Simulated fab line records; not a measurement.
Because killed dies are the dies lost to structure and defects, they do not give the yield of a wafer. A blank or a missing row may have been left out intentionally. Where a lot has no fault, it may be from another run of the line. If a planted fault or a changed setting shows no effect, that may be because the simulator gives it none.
Problem report in the 8D (eight disciplines) form, filled by code	flow sky130	the parts of the form that need people (team, actions taken, sign-off) are left out

1. PROBLEM STATEMENT
Mean VIA4_HDPCVD_THK at SKY_VIA4_THK_MEAS_01: 1965 nm over 9 wafers in 3 lots; fault-free wafers: 1747 nm, standard deviation 17. Relative to the usual mean, that is a shift of +13 standard deviations.
First observed at day 46 07:50: wafer L931.4, on film_metro-03. The record holds 33 wafers of 11 lots with a number at this step. Rule for "out" (also "out of limits"): further than 4 standard deviations from the usual mean. The other wafers with a number count as sound.

2. WHAT IT IS, WHAT IT ISN'T
question	is	is not
which readings at this step	VIA4_HDPCVD_THK	-
which lots	L931, L932, L934	L915, L919, L921, L922, L924, L927, L935, L937
which wafers of those lots	all that have a number	-
read on which gauges	film_metro-03, film_metro-04	film_metro-02
when	from day 46 07:50	up to then (18 sound wafers); but 6 sound wafers of L935, L937 came after

3. WHAT RULES OUT EACH SUSPECT
Counting: a tool at a process step up to the reading stays a suspect if it ran every lot that is out and no sound lot after the first of them.
- the gauge at SKY_VIA4_THK_MEAS_01: ruled out. The wafers that are out were read on 2 gauges (film_metro-03, film_metro-04).
- hdpcvd-01 at SKY_VIA4_HDPCVD_00 (deposits SiO2, target thk 1750 nm, time 291.7 s): kept. All lots that are out passed through it, beginning with L931 at day 46 07:43, and no sound lot followed; its final sound lot before that point was L927 at day 45 12:49. Out on those wafers are its own readings of run_length_s.
After counting, what remains is hdpcvd-01 at SKY_VIA4_HDPCVD_00.

4. THE CAUSE (what the simulator had put in)
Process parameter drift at SKY_VIA4_HDPCVD_00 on hdpcvd-01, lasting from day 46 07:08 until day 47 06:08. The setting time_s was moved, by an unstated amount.
This tool alone remained once counting was done.

5. THE EFFECT CHAIN, in route order
One row per reading whose mean, taken over the struck wafers that have a number, lies over 3 standard deviations from the usual. Only readings whose record carries a usual standard deviation are examined. hours: median over the lots of the time between each lot's start at the first step of this table that gives one and its start at this step. sigmas: the change, counted in usual standard deviations.
hours	step	reading	usual	on struck wafers	change	sigmas
0	SKY_VIA4_HDPCVD_00	run_length_s	319.7 s	354.4	+34.7	+57
0	SKY_VIA4_THK_MEAS_01	VIA4_HDPCVD_THK	1747 nm	1965	+218	+13
Its process steps:
- SKY_VIA4_HDPCVD_00: deposits SiO2, target thk 1750 nm, time 291.7 s.
Later steps that measure or inspect, where all struck wafers having a row at the step show a number for every such reading and not one has moved that far: SKY_VIA4_OVL_MEAS_11.

6. WHAT WOULD HAVE CAUGHT IT SOONER
In this record the first reading out of limits at a measuring or inspecting step was taken at day 46 07:50, 1 hour after the fault began at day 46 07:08.
At SKY_VIA4_HDPCVD_00, the tool's own readings (run_length_s) were out on each struck wafer the step has a row for, so an alarm limit on them would have fired on the first such wafer.
Among the 3 lots that are out, L932, L934 began SKY_VIA4_HDPCVD_00 on hdpcvd-01 after day 46 07:50. A hold on the tool at that time would have spared those 2.
